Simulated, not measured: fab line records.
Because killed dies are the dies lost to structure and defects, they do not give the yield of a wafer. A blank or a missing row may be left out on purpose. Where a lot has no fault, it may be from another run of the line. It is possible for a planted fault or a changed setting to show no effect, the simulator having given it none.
Which of the tools did it?	flow sky130	Sampling: 13 lots, 39 wafers, 5 of 708 route steps

== WHAT THE GAUGES SHOWED, per wafer ==
SKY_FIELD_ISO_CD_MEAS_13 targets a cd of 150 nm.
lot	measured	on	cd nm (nm)
L846	day 2 09:18	cd sem-01	152.6 152.3 150.1
L847	day 2 15:29	cd sem-01	150.7 150.7 150.9
L849	day 3 03:33	cd sem-02	153.2 153.1 152.8
L850	day 3 06:54	cd sem-02	149.4 150.3 148.3
L851	day 3 11:34	cd sem-02	149.9 150.4 151.2
L852	day 3 18:40	cd sem-01	150.9 151.3 151.9
L861	day 5 17:46	cd sem-01	150.0 150.8 149.7
L862	day 5 20:44	cd sem-02	150.3 150.1 149.5
L863	day 6 03:38	cd sem-02	148.2 147.6 148.9
L864	day 6 10:11	cd sem-02	147.5 148.4 147.7
L865	day 6 13:26	cd sem-01	150.2 149.0 150.9
L867	day 7 01:14	cd sem-02	152.1 152.7 152.0
L868	day 7 05:03	cd sem-02	148.2 149.5 149.1

SKY_NWELL_TW_MEAS_15.
lot	measured	on	NWELL_TW
L846	day 4 17:31	film metro-02	1794 1804 1806
L847	day 5 03:00	film metro-02	1797 1802 1803
L849	day 6 02:49	film metro-02	1811 1824 1809
L850	day 6 03:57	film metro-04	1846 1834 1831
L851	day 6 13:52	film metro-02	1810 1816 1818
L852	day 6 13:04	film metro-04	1840 1832 1838
L861	day 8 18:25	film metro-02	1796 1784 1783
L862	day 8 19:32	film metro-02	1797 1785 1799
L863	day 8 23:43	film metro-01	1784 1790 1783
L864	day 9 07:20	film metro-02	1790 1801 1798
L865	day 9 12:00	film metro-04	1831 1835 1839
L867	day 9 23:32	film metro-01	1802 1796 1789
L868	day 10 05:32	film metro-01	1800 1798 1793

SKY_POLY_GATE_CD_MEAS_13 targets a cd of 150 nm.
lot	measured	on	cd nm (nm)
L846	day 16 11:01	cd sem-01	150.8 150.6 149.9
L847	day 17 04:17	cd sem-01	152.1 152.5 152.0
L849	day 18 16:31	cd sem-02	151.6 151.9 150.7
L850	day 19 05:32	cd sem-01	149.7 150.3 150.6
L851	day 19 12:14	cd sem-02	115.5 104.8 122.2
L852	day 19 09:11	cd sem-01	117.7 115.4 142.3
L861	day 22 20:09	cd sem-02	149.6 148.1 149.2
L862	day 22 22:04	cd sem-01	152.2 151.4 152.3
L863	day 23 00:49	cd sem-01	148.6 150.4 147.6
L864	day 23 15:38	cd sem-02	147.4 148.1 148.8
L865	day 24 00:47	cd sem-01	150.9 150.5 150.5
L867	day 24 10:01	cd sem-02	149.8 148.9 149.3
L868	day 24 16:27	cd sem-02	149.9 150.6 149.9

SKY_LOCAL_INTERCONNECT_THK_MEAS_02: measures by xrf.
lot	measured	on	LOCAL_INTERCONNECT_TIN_THK (nm)
L846	day 29 12:28	film metro-01	101.5 102.0 101.8
L847	day 30 01:43	film metro-03	103.3 102.4 103.0
L849	day 31 10:11	film metro-03	99.7 100.2 99.3
L850	day 31 21:07	film metro-01	101.9 101.5 101.8
L851	day 32 06:24	film metro-04	99.8
L852	day 32 05:14	film metro-01	101.9
L861	day 34 23:40	film metro-01	99.4 98.7 99.4
L862	day 35 00:50	film metro-03	99.5 99.2 99.4
L863	day 35 04:16	film metro-01	101.5 100.8 100.9
L864	day 35 16:57	film metro-04	99.1 99.7 99.0
L865	day 35 23:44	film metro-03	102.0 102.2 101.6
L867	day 36 13:35	film metro-01	101.0 101.1 99.9
L868	day 36 14:48	film metro-04	99.6 100.2 99.5

== WHICH TOOL RAN EACH LOT (tool, then ch and the chambers of the sampled wafers, then the start) ==
lot	SKY_POLY_GATE_EXPOSE_10
L846	krf scanner-01 ch 0, day 15 21:26
L847	krf scanner-02 ch 0, day 16 14:41
L849	krf scanner-01 ch 0, day 18 01:28
L850	krf scanner-01 ch 0, day 18 14:30
L851	krf scanner-01 ch 0, day 18 21:32
L852	krf scanner-01 ch 0, day 18 17:55
L861	krf scanner-02 ch 0, day 22 04:56
L862	krf scanner-01 ch 0, day 22 07:26
L863	krf scanner-01 ch 0, day 22 10:35
L864	krf scanner-02 ch 0, day 23 01:13
L865	krf scanner-02 ch 0, day 23 09:20
L867	krf scanner-01 ch 0, day 23 19:34
L868	krf scanner-01 ch 0, day 24 01:39
- SKY_POLY_GATE_EXPOSE_10: exposes mask P1M, target cd 150 nm.

== WHAT THE TOOLS THEMSELVES READ (means of the sampled wafers that have a number; where no wafer has one, the mark that the record gives instead) ==
The record holds no such reading with a usual standard deviation.

== THE ANSWER, worked out from the rows above alone ==
Rule: what is usual is taken from the lots themselves. Put in order of their means at a reading, lots are off if they are a third of the lots or fewer, leave a main group of 4 or more, and stand apart from it by a gap of 3 or more times the standard deviation of the main group's means; of several such gaps the widest counts. The tables above print the reading to a certain number of digits; a main group whose means all agree to those digits is not used. A lot without any number at a reading at which 4 lots or more have one is off too. Any other lot the step has rows for is counted as sound. The gauges are gone through in route order, then the tools' own readings, and for those a lot's mean is taken as printed above. The first step at which some lot is off is used, and at that step the reading that is off furthest; a lot without a number counts as furthest.
Off: L851, L852, at SKY_POLY_GATE_CD_MEAS_13 (cd nm). For the main group the mean is 150.2 nm and the standard deviation 1.3.
A tool fits if, at a process step before that reading, it ran every lot that is off, and no sound lot after the first of them. The gauges at SKY_POLY_GATE_CD_MEAS_13 are tried like those tools. None of those tried fits.

== WHAT THE SIMULATOR HAD PUT IN ==
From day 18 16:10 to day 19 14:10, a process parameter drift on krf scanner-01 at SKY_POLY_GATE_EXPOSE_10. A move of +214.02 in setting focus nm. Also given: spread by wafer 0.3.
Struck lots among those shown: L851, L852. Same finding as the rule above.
